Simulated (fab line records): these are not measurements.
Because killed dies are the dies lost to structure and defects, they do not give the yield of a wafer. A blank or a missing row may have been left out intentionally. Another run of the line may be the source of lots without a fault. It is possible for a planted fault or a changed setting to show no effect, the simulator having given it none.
fab line records	flow sfq_line	part 1 of 2: steps 1 to 23 of 34
[record] lots = 5	wafers = 15	last_day = 86
route steps=325 shown I3@137 M4@148 I4@163
lots untouched by any fault: they come from a run of this same line in which no faults occurred
start_h: the number of hours between the record's first day and the start of the first shown wafer of the lot	wait_h: how many hours have passed since the lot's step before this one	" identical to the entry in the row above	L1.1+2: several wafers, shown together as one row	- no value present, or no start provided	* or withheld: withheld	< > ~ a bound
route shown NAME@n: a module of which the file shows steps, and the number in the route of the first	usual: the fault-free wafers' mean and standard deviation	same: alike in all rows	chamber/n: place in a boat	sites: readings site by site	_std_site: standard deviation of those values	_edge_site: inner sites' mean taken away from outer sites' mean	radius_mm: for every site, how far away it sits from the centre of the wafer	mask NAME#n: copy n	behind: the tool/chamber that last shaped the wafer	hold: why the lot went on hold/how many hours it stayed there/how the hold came to an end	device: transistor that didn't switch, given as n, p or np	end of line: the route-end tests of the same wafers	a step given without rows: its recipe and nothing more	killed: dies lost to structure and defects at the first sort, not the wafer's yield	map: dies across one wafer; x = killed, . = not, _ = none there
set.NAME: the setting the step ran with; set.NAME@STEP: the setting that earlier step ran with	model.NAME: the simulator's own value behind a step, which no gauge read
lots at selected steps of the route; one table per step, one row per wafer
services: when a tool's chamber went out of use (start_h, in hours from the record's first day, below 0 if earlier), for how many hours, and the reason
[[steps]]
[step SFQ_TRILAYER_I3_VIA_LITHO_COAT_090]
[recipe] resist = BARC	spin_rpm = 3000	resist_thk_nm = 62
[usual] exhaust_pa = 44.9/0.99
lot.wafer	tool	chamber	start_h	wait_h	exhaust_pa
L081.3	litho_track-02	0	1103.09	0.7	45.0
L081.4	"	0	"	"	46.0
L081.5	"	0	"	"	45.2
L082.2	litho_track-01	0	1114.78	0.8	44.2
L082.4	"	0	"	"	44.8
L082.6	"	0	"	"	45.3
L085.1	litho_track-02	0	1128.52	1.0	44.5
L085.2	"	0	"	"	45.6
L085.5	"	0	"	"	44.9
L087.4	litho_track-02	0	1136.00	0.6	45.2
L087.5	"	0	"	"	44.1
L087.6	"	0	"	"	45.1
L092.1	litho_track-03	0	1270.57	1.0	46.9
L092.4	"	0	"	"	45.3
L092.5	"	0	"	"	45.8
[step SFQ_TRILAYER_I3_VIA_LITHO_COAT_085]
[recipe] resist = KrF	spin_rpm = 3000	resist_thk_nm = 650
[usual] exhaust_pa = 45.1/0.92
lot.wafer	tool	chamber	start_h	wait_h	exhaust_pa
L081.3	litho_track-02	0	1103.39	0.2	45.3
L081.4	"	0	"	"	46.0
L081.5	"	0	"	"	45.3
L082.2	litho_track-01	0	1115.08	0.2	44.5
L082.4	"	0	"	"	43.9
L082.6	"	0	"	"	44.3
L085.1	litho_track-02	0	1128.82	0.2	43.5
L085.2	"	0	"	"	42.7
L085.5	"	0	"	"	43.9
L087.4	litho_track-02	0	1136.30	0.2	45.5
L087.5	"	0	"	"	45.0
L087.6	"	0	"	"	45.6
L092.1	litho_track-03	0	1270.87	0.2	47.3
L092.4	"	0	"	"	46.3
L092.5	"	0	"	"	45.5
[step SFQ_TRILAYER_I3_VIA_LITHO_SOFTBAKE_089]
[recipe] temp_c = withheld	time_s = withheld	resist = KrF
[usual] exhaust_pa = 45.3/0.91
lot.wafer	tool	chamber	start_h	wait_h	exhaust_pa
L081.3	litho_track-02	0	1103.64	0.2	46.4
L081.4	"	0	"	"	46.4
L081.5	"	0	"	"	45.7
L082.2	litho_track-01	0	1115.35	0.2	45.0
L082.4	"	0	"	"	44.0
L082.6	"	0	"	"	44.2
L085.1	litho_track-02	0	1129.12	0.2	46.2
L085.2	"	0	"	"	45.9
L085.5	"	0	"	"	46.1
L087.4	litho_track-02	0	1136.53	0.2	43.6
L087.5	"	0	"	"	44.2
L087.6	"	0	"	"	44.1
L092.1	litho_track-03	0	1271.17	0.2	46.9
L092.4	"	0	"	"	45.0
L092.5	"	0	"	"	46.8
[step SFQ_TRILAYER_I3_VIA_LITHO_EXPOSE_086]
[recipe] mask_id = I3	na = 0.6	source_shape = conventional	sigma_outer = 0.65	target_cd_nm = 500	dose_mj = 21.3
[same] na = 0.6
lot.wafer	tool	chamber	start_h	wait_h	mask
L081.3+4+5	krf_scanner-01	0	1190.01	-	I3#0
L082.2+4+6	krf_scanner-01	0	1194.61	-	I3#0
L085.1+2+5	krf_scanner-01	0	1199.21	-	I3#0
L087.4+5+6	krf_scanner-01	0	1208.21	-	I3#0
L092.1+4+5	krf_scanner-01	0	1347.33	-	I3#0
[step SFQ_TRILAYER_I3_VIA_LITHO_PEB_088]
[recipe] peb_temp_c = 115	peb_time_s = 60	resist = KrF
[usual] exhaust_pa = 45.1/0.89
lot.wafer	tool	chamber	start_h	wait_h	exhaust_pa
L081.3	litho_track-02	0	1190.86	0.7	45.0
L081.4	"	0	"	"	44.0
L081.5	"	0	"	"	44.4
L082.2	litho_track-01	0	1195.63	0.8	45.0
L082.4	"	0	"	"	44.3
L082.6	"	0	"	"	45.3
L085.1	litho_track-01	0	1200.41	1.0	45.6
L085.2	"	0	"	"	46.4
L085.5	"	0	"	"	44.9
L087.4	litho_track-01	0	1208.88	0.5	44.1
L087.5	"	0	"	"	45.4
L087.6	"	0	"	"	44.5
L092.1	litho_track-01	0	1348.53	1.0	45.2
L092.4	"	0	"	"	44.0
L092.5	"	0	"	"	45.1
[step SFQ_TRILAYER_I3_VIA_LITHO_DEVELOP_087]
[recipe] time_s = 60	resist = KrF
[usual] exhaust_pa = 44.9/0.85
lot.wafer	tool	chamber	start_h	wait_h	exhaust_pa
L081.3	litho_track-02	0	1191.01	0.1	44.0
L081.4	"	0	"	"	45.4
L081.5	"	0	"	"	45.9
L082.2	litho_track-01	0	1195.78	0.1	43.5
L082.4	"	0	"	"	44.0
L082.6	"	0	"	"	42.5
L085.1	litho_track-01	0	1200.56	0.1	44.5
L085.2	"	0	"	"	45.3
L085.5	"	0	"	"	44.5
L087.4	litho_track-01	0	1209.03	0.1	45.2
L087.5	"	0	"	"	43.7
L087.6	"	0	"	"	44.8
L092.1	litho_track-01	0	1348.68	0.1	44.9
L092.4	"	0	"	"	43.8
L092.5	"	0	"	"	45.7
[step SFQ_I3_OVL_MEAS_923]
[usual] I3_OVL = -1/4.8
lot.wafer	tool	chamber	start_h	wait_h	I3_OVL[nm]
L081.3	overlay-01	-	1191.12	0.1	1
L081.4	"	-	"	"	-2
L081.5	"	-	"	"	-11
L082.2	overlay-01	-	1195.91	0.1	4
L082.4	"	-	"	"	6
L082.6	"	-	"	"	4
L085.1	overlay-01	-	1200.71	0.1	6
L085.2	"	-	"	"	0
L085.5	"	-	"	"	2
L087.4	overlay-02	-	1209.12	0.1	13
L087.5	"	-	"	"	8
L087.6	"	-	"	"	6
L092.1	overlay-02	-	1348.83	0.1	-2
L092.4	"	-	"	"	1
L092.5	"	-	"	"	8
[step SFQ_TRILAYER_I3_VIA_BARC_OPEN_VIA_ETCH_121]
[recipe] mask_material = PR	chemistry = O2	target_depth_nm = 125	target = BARC	source_w = 500	bias_w = 80	pressure_mtorr = 30	time_s = 41.7
[usual] drypump_motor_current_A = 5.9/0.67	oes_product_au = 0.686/0.0045
lot.wafer	tool	chamber	start_h	wait_h	drypump_motor_current_A	oes_product_au	rf_hours_counter_h
L081.3	rie_diel-04	3	1191.14	0.0	6.6	0.689	10
L081.4	"	1	"	"	5.3	0.687	9
L081.5	"	1	"	"	5.3	0.693	-
L082.2	rie_diel-04	2	1195.94	0.0	5.5	0.683	4
L082.4	"	3	"	"	6.6	0.689	10
L082.6	"	0	"	"	5.4	0.686	-
L085.1	rie_diel-04	0	1200.74	0.0	5.4	0.687	9
L085.2	"	2	"	"	5.5	0.685	5
L085.5	"	0	"	"	5.4	0.682	-
L087.4	rie_diel-04	2	1209.14	0.0	5.5	0.682	5
L087.5	"	1	"	"	5.3	0.692	-
L087.6	"	2	"	"	5.5	0.678	-
L092.1	rie_diel-01	2	1348.86	0.0	6.7	0.685	8
L092.4	"	3	"	"	6.8	0.684	12
L092.5	"	0	"	"	5.3	0.689	-
[step SFQ_TRILAYER_I3_VIA_ETCH_VIA_ETCH_088]
[recipe] target = SiO2	stop_on = Nb	mask_material = PR	taper_deg = 20	chemistry = CHF3	target_depth_nm = 260	source_w = 500	bias_w = 80	pressure_mtorr = 30	time_s = withheld
[usual] drypump_motor_current_A = 5.9/0.67	oes_product_au = 0.855/0.0045
lot.wafer	tool	chamber	start_h	wait_h	drypump_motor_current_A	oes_product_au
L081.3	rie_diel-04	3	1191.18	0.0	6.6	0.858
L081.4	"	1	"	"	5.3	0.867
L081.5	"	1	"	"	5.3	0.859
L082.2	rie_diel-04	2	1195.98	0.0	5.5	0.850
L082.4	"	3	"	"	6.6	0.849
L082.6	"	0	"	"	5.4	0.853
L085.1	rie_diel-04	0	1200.78	0.0	5.3	0.852
L085.2	"	2	"	"	5.5	0.854
L085.5	"	0	"	"	5.4	0.849
L087.4	rie_diel-04	2	1209.18	0.0	5.6	0.859
L087.5	"	1	"	"	5.3	0.851
L087.6	"	2	"	"	5.5	0.856
L092.1	rie_diel-01	2	1348.90	0.0	6.7	0.860
L092.4	"	3	"	"	6.8	0.857
L092.5	"	0	"	"	5.3	0.854
[step SFQ_TRILAYER_I3_VIA_STRIP_STRIP_089]
[recipe] gas = O2	power_w = 200	platen_temp_c = 40	overash_fraction = 0.65	chemistry = O2	pressure_mtorr = 50
[usual] drypump_motor_current_A = 5.9/0.34	he_backside_leak_sccm = 3.6/0.37	oes_product_au = 0.999/0.009
lot.wafer	tool	chamber	start_h	wait_h	drypump_motor_current_A	he_backside_leak_sccm	oes_product_au	rf_hours_counter_h
L081.3	rie_metal-03	0	1191.50	-	6.4	3.5	0.986	-
L081.4	"	1	"	"	6.0	3.6	1.004	-
L081.5	"	1	"	"	6.0	3.4	1.001	-
L082.2	rie_metal-04	0	1196.10	-	5.8	3.4	1.008	48
L082.4	"	0	"	"	5.8	3.6	1.006	-
L082.6	"	1	"	"	5.9	3.6	0.991	-
L085.1	rie_metal-04	0	1200.90	-	5.8	3.3	1.006	49
L085.2	"	1	"	"	5.9	3.2	1.004	41
L085.5	"	0	"	"	5.8	3.5	1.005	-
L087.4	rie_metal-03	1	1209.50	-	6.0	3.7	1.014	-
L087.5	"	0	"	"	6.4	3.8	0.988	-
L087.6	"	1	"	"	6.0	3.6	1.006	-
L092.1	rie_metal-04	1	1349.01	-	5.9	3.4	0.993	65
L092.4	"	0	"	"	5.8	3.7	1.004	-
L092.5	"	1	"	"	5.9	3.3	0.987	-
[step SFQ_TRILAYER_I3_VIA_STRIP_SOLV_CLEAN_090]
[recipe] chemistry = NMP	temp_c = 70	time_s = 600
[usual] bath_heat_duty_pct = 13.5/1.7
lot.wafer	tool	chamber	start_h	wait_h	bath_heat_duty_pct
L081.3	wet_bench-03	6	1191.90	0.2	13.5
L081.4	"	7	"	"	12.9
L081.5	"	3	"	"	10.9
L082.2	wet_bench-04	4	1196.70	0.4	14.1
L082.4	"	6	"	"	13.0
L082.6	"	0	"	"	10.6
L085.1	wet_bench-04	0	1201.50	0.4	10.7
L085.2	"	2	"	"	15.5
L085.5	"	7	"	"	17.0
L087.4	wet_bench-02	5	1209.90	0.2	14.2
L087.5	"	7	"	"	12.4
L087.6	"	0	"	"	14.4
L092.1	wet_bench-02	2	1349.61	0.4	12.0
L092.4	"	3	"	"	12.8
L092.5	"	4	"	"	13.2
[step SFQ_TRILAYER_M4_DEP_PRE_CLEAN_092]
[recipe] gas = Ar	time_s = 22.5	bias_v = 250
lot.wafer	tool	chamber	start_h	wait_h
L081.3+4+5	pvd_sputter-06	-	1192.07	0.0
L082.2+4+6	pvd_sputter-06	-	1196.87	0.0
L085.1+2+5	pvd_sputter-05	-	1201.67	0.0
L087.4+5+6	pvd_sputter-05	-	1210.07	0.0
L092.1+4+5	pvd_sputter-05	-	1349.79	0.0
[step SFQ_TRILAYER_M4_DEP_SPUTTER_091]
[recipe] material = Nb	base_pressure_pa = 1.33e-06	chamber_pressure_pa = 0.1333	substrate_temp_c = 20	resputter_cathode_voltage_v = 400	target_thk_nm = 200	power_w = 2000	time_s = 133.3
[usual] substrate_temp_c = 20.01/0.11	throttle_valve_pct = 29.9/0.98
lot.wafer	tool	chamber	start_h	wait_h	substrate_temp_c	throttle_valve_pct
L081.3	pvd_sputter-06	-	1192.10	0.0	19.94	30.9
L081.4	"	-	"	"	19.77	30.5
L081.5	"	-	"	"	19.96	30.8
L082.2	pvd_sputter-06	-	1196.90	0.0	19.83	30.4
L082.4	"	-	"	"	20.05	31.0
L082.6	"	-	"	"	19.92	30.6
L085.1	pvd_sputter-05	-	1201.70	0.0	20.04	28.6
L085.2	"	-	"	"	19.92	30.4
L085.5	"	-	"	"	19.83	30.1
L087.4	pvd_sputter-05	-	1210.10	0.0	20.05	30.5
L087.5	"	-	"	"	20.05	28.8
L087.6	"	-	"	"	20.16	29.4
L092.1	pvd_sputter-05	-	1349.82	0.0	20.17	30.5
L092.4	"	-	"	"	19.91	29.2
L092.5	"	-	"	"	19.96	30.3
[step SFQ_M4_RS_MEAS_924]
[recipe] thk_meas_gauge = four-point-probe	reads = Nb_of_TRILAYER_M4_DEP_SPUTTER_091
[usual] M4_NB_RS = 0.893/0.0084
lot.wafer	tool	chamber	start_h	wait_h	M4_NB_RS[ohm/sq]
L081.3	film_metro-01	-	1192.23	0.1	0.894
L081.4	"	-	"	"	0.893
L081.5	"	-	"	"	0.888
L082.2	film_metro-01	-	1197.01	0.1	0.902
L082.4	"	-	"	"	0.912
L082.6	"	-	"	"	0.897
L085.1	film_metro-04	-	1201.79	0.0	0.890
L085.2	"	-	"	"	0.899
L085.5	"	-	"	"	0.899
L087.4	film_metro-04	-	1210.25	0.1	0.891
L087.5	"	-	"	"	0.878
L087.6	"	-	"	"	0.889
L092.1	film_metro-04	-	1349.91	0.0	0.885
L092.4	"	-	"	"	0.889
L092.5	"	-	"	"	0.892
[step SFQ_TRILAYER_M4_LITHO_COAT_098]
[recipe] resist = BARC	spin_rpm = 3000	resist_thk_nm = 62
[usual] exhaust_pa = 45.2/0.82
lot.wafer	tool	chamber	start_h	wait_h	exhaust_pa
L081.3	litho_track-04	0	1192.47	0.1	45.3
L081.4	"	0	"	"	44.7
L081.5	"	0	"	"	45.3
L082.2	litho_track-03	0	1197.22	0.1	45.1
L082.4	"	0	"	"	44.8
L082.6	"	0	"	"	44.8
L085.1	litho_track-03	0	1201.97	0.1	45.1
L085.2	"	0	"	"	44.9
L085.5	"	0	"	"	45.3
L087.4	litho_track-03	0	1210.52	0.2	43.7
L087.5	"	0	"	"	45.9
L087.6	"	0	"	"	46.6
L092.1	litho_track-04	0	1350.09	0.1	45.3
L092.4	"	0	"	"	45.6
L092.5	"	0	"	"	46.7
[step SFQ_TRILAYER_M4_LITHO_COAT_093]
[recipe] resist = KrF	spin_rpm = 3000	resist_thk_nm = 600
[usual] exhaust_pa = 45.0/0.93
lot.wafer	tool	chamber	start_h	wait_h	exhaust_pa
L081.3	litho_track-04	0	1192.77	0.2	43.8
L081.4	"	0	"	"	44.5
L081.5	"	0	"	"	43.9
L082.2	litho_track-03	0	1197.52	0.2	46.3
L082.4	"	0	"	"	44.9
L082.6	"	0	"	"	46.1
L085.1	litho_track-03	0	1202.27	0.2	44.4
L085.2	"	0	"	"	44.8
L085.5	"	0	"	"	44.1
L087.4	litho_track-03	0	1210.82	0.2	46.2
L087.5	"	0	"	"	44.8
L087.6	"	0	"	"	45.3
L092.1	litho_track-04	0	1350.39	0.2	44.5
L092.4	"	0	"	"	44.1
L092.5	"	0	"	"	46.1
[step SFQ_TRILAYER_M4_LITHO_SOFTBAKE_097]
[recipe] temp_c = withheld	time_s = withheld	resist = KrF
[usual] exhaust_pa = 45.2/0.9
lot.wafer	tool	chamber	start_h	wait_h	exhaust_pa
L081.3	litho_track-04	0	1193.02	0.2	45.5
L081.4	"	0	"	"	44.5
L081.5	"	0	"	"	45.7
L082.2	litho_track-03	0	1197.80	0.2	44.4
L082.4	"	0	"	"	45.8
L082.6	"	0	"	"	46.5
L085.1	litho_track-03	0	1202.57	0.2	46.4
L085.2	"	0	"	"	45.9
L085.5	"	0	"	"	45.7
L087.4	litho_track-03	0	1211.05	0.2	45.4
L087.5	"	0	"	"	46.0
L087.6	"	0	"	"	45.4
L092.1	litho_track-04	0	1350.69	0.2	46.0
L092.4	"	0	"	"	45.4
L092.5	"	0	"	"	44.2
[step SFQ_TRILAYER_M4_LITHO_EXPOSE_094]
[recipe] mask_id = M4	na = 0.6	source_shape = conventional	sigma_outer = 0.65	target_cd_nm = 500	dose_mj = 14.4
[same] na = 0.6
lot.wafer	tool	chamber	start_h	wait_h	mask
L081.3+4+5	krf_scanner-02	0	1264.67	-	M4#0
L082.2+4+6	krf_scanner-02	0	1266.87	-	M4#0
L085.1+2+5	krf_scanner-02	0	1273.87	-	M4#0
L087.4+5+6	krf_scanner-02	0	1280.47	-	M4#0
L092.1+4+5	krf_scanner-02	0	1350.84	-	M4#0
[step SFQ_TRILAYER_M4_LITHO_PEB_096]
[recipe] peb_temp_c = 115	peb_time_s = 60	resist = KrF
[usual] exhaust_pa = 45.1/0.79
lot.wafer	tool	chamber	start_h	wait_h	exhaust_pa
L081.3	litho_track-04	0	1265.52	0.7	44.7
L081.4	"	0	"	"	44.1
L081.5	"	0	"	"	44.3
L082.2	litho_track-04	0	1267.89	0.8	45.1
L082.4	"	0	"	"	44.8
L082.6	"	0	"	"	43.9
L085.1	litho_track-03	0	1275.07	1.0	45.2
L085.2	"	0	"	"	44.7
L085.5	"	0	"	"	46.4
L087.4	litho_track-04	0	1281.27	0.6	47.4
L087.5	"	0	"	"	45.8
L087.6	"	0	"	"	46.8
L092.1	litho_track-04	0	1352.04	1.0	45.4
L092.4	"	0	"	"	46.6
L092.5	"	0	"	"	45.4
[step SFQ_TRILAYER_M4_LITHO_DEVELOP_095]
[recipe] time_s = 60	resist = KrF
[usual] exhaust_pa = 44.9/0.98
lot.wafer	tool	chamber	start_h	wait_h	exhaust_pa
L081.3	litho_track-04	0	1265.67	0.1	44.3
L081.4	"	0	"	"	44.4
L081.5	"	0	"	"	45.1
L082.2	litho_track-04	0	1268.04	0.1	46.5
L082.4	"	0	"	"	45.0
L082.6	"	0	"	"	48.1
L085.1	litho_track-03	0	1275.22	0.1	45.0
L085.2	"	0	"	"	46.6
L085.5	"	0	"	"	45.1
L087.4	litho_track-04	0	1281.42	0.1	46.1
L087.5	"	0	"	"	46.0
L087.6	"	0	"	"	45.6
L092.1	litho_track-04	0	1352.19	0.1	44.9
L092.4	"	0	"	"	46.1
L092.5	"	0	"	"	45.8
[step SFQ_M4_OVL_MEAS_926]
[usual] M4_OVL = -3/5.3
lot.wafer	tool	chamber	start_h	wait_h	M4_OVL[nm]
L081.3	overlay-01	-	1265.78	0.1	9
L081.4	"	-	"	"	-4
L081.5	"	-	"	"	4
L082.2	overlay-01	-	1268.18	0.1	0
L082.4	"	-	"	"	-2
L082.6	"	-	"	"	-5
L085.1	overlay-02	-	1275.37	0.1	-4
L085.2	"	-	"	"	-10
L085.5	"	-	"	"	-3
L087.4	overlay-02	-	1281.51	0.1	-4
L087.5	"	-	"	"	-7
L087.6	"	-	"	"	-12
L092.1	overlay-02	-	1352.34	0.1	-7
L092.4	"	-	"	"	-10
L092.5	"	-	"	"	-7
[step SFQ_TRILAYER_M4_BARC_OPEN_METAL_ETCH_123]
[recipe] mask_material = PR	chemistry = O2	target_depth_nm = 125	target = BARC	icp_w = 600	bias_w = 80	pressure_mtorr = 10	time_s = 41.7
[usual] drypump_motor_current_A = 5.67/0.17	he_backside_leak_sccm = 3.5/0.35	oes_product_au = 0.685/0.0047
lot.wafer	tool	chamber	start_h	wait_h	drypump_motor_current_A	he_backside_leak_sccm	oes_product_au	rf_hours_counter_h
L081.3	rie_metal-04	0	1265.83	0.0	5.78	3.4	0.692	-
L081.4	"	1	"	"	5.92	3.1	0.688	-
L081.5	"	0	"	"	5.81	3.5	0.687	-
L082.2	rie_metal-04	0	1268.21	0.0	5.79	3.1	0.683	62
L082.4	"	1	"	"	5.94	3.4	0.678	-
L082.6	"	0	"	"	5.81	3.4	0.682	-
L085.1	rie_metal-01	0	1275.41	0.0	5.58	3.6	0.688	115
L085.2	"	1	"	"	5.61	3.3	0.684	57
L085.5	"	1	"	"	5.63	3.6	0.685	-
L087.4	rie_metal-01	1	1281.55	0.0	5.62	3.4	0.688	-
L087.5	"	0	"	"	5.59	3.5	0.681	-
L087.6	"	1	"	"	5.63	3.3	0.680	-
L092.1	rie_metal-01	0	1352.38	0.0	5.58	3.6	0.689	128
L092.4	"	0	"	"	5.59	3.7	0.681	-
L092.5	"	0	"	"	5.58	3.7	0.688	-
[step SFQ_TRILAYER_M4_ETCH_METAL_ETCH_096]
[recipe] target = Nb	stop_on = SiO2	mask_material = PR	chemistry = Cl2/Ar	target_depth_nm = 240	icp_w = 600	bias_w = 80	pressure_mtorr = 10	time_s = 120
[usual] drypump_motor_current_A = 5.67/0.17	he_backside_leak_sccm = 3.6/0.45	oes_product_au = 0.892/0.007
lot.wafer	tool	chamber	start_h	wait_h	drypump_motor_current_A	he_backside_leak_sccm	oes_product_au	rf_hours_counter_h
L081.3	rie_metal-04	0	1265.91	0.1	5.80	3.9	0.895	-
L081.4	"	1	"	"	5.93	3.3	0.895	-
L081.5	"	0	"	"	5.80	3.6	0.889	-
L082.2	rie_metal-04	0	1268.26	0.0	5.77	3.7	0.886	62
L082.4	"	1	"	"	5.92	3.4	0.874	-
L082.6	"	0	"	"	5.79	3.3	0.892	-
L085.1	rie_metal-01	0	1275.46	0.0	5.58	3.7	0.887	115
L085.2	"	1	"	"	5.62	3.4	0.897	57
L085.5	"	1	"	"	5.61	3.3	0.889	-
L087.4	rie_metal-01	1	1281.63	0.1	5.62	3.3	0.893	-
L087.5	"	0	"	"	5.58	3.7	0.908	-
L087.6	"	1	"	"	5.60	3.9	0.888	-
L092.1	rie_metal-01	0	1352.43	0.0	5.60	3.5	0.894	128
L092.4	"	0	"	"	5.58	3.5	0.882	-
L092.5	"	0	"	"	5.59	3.7	0.890	-
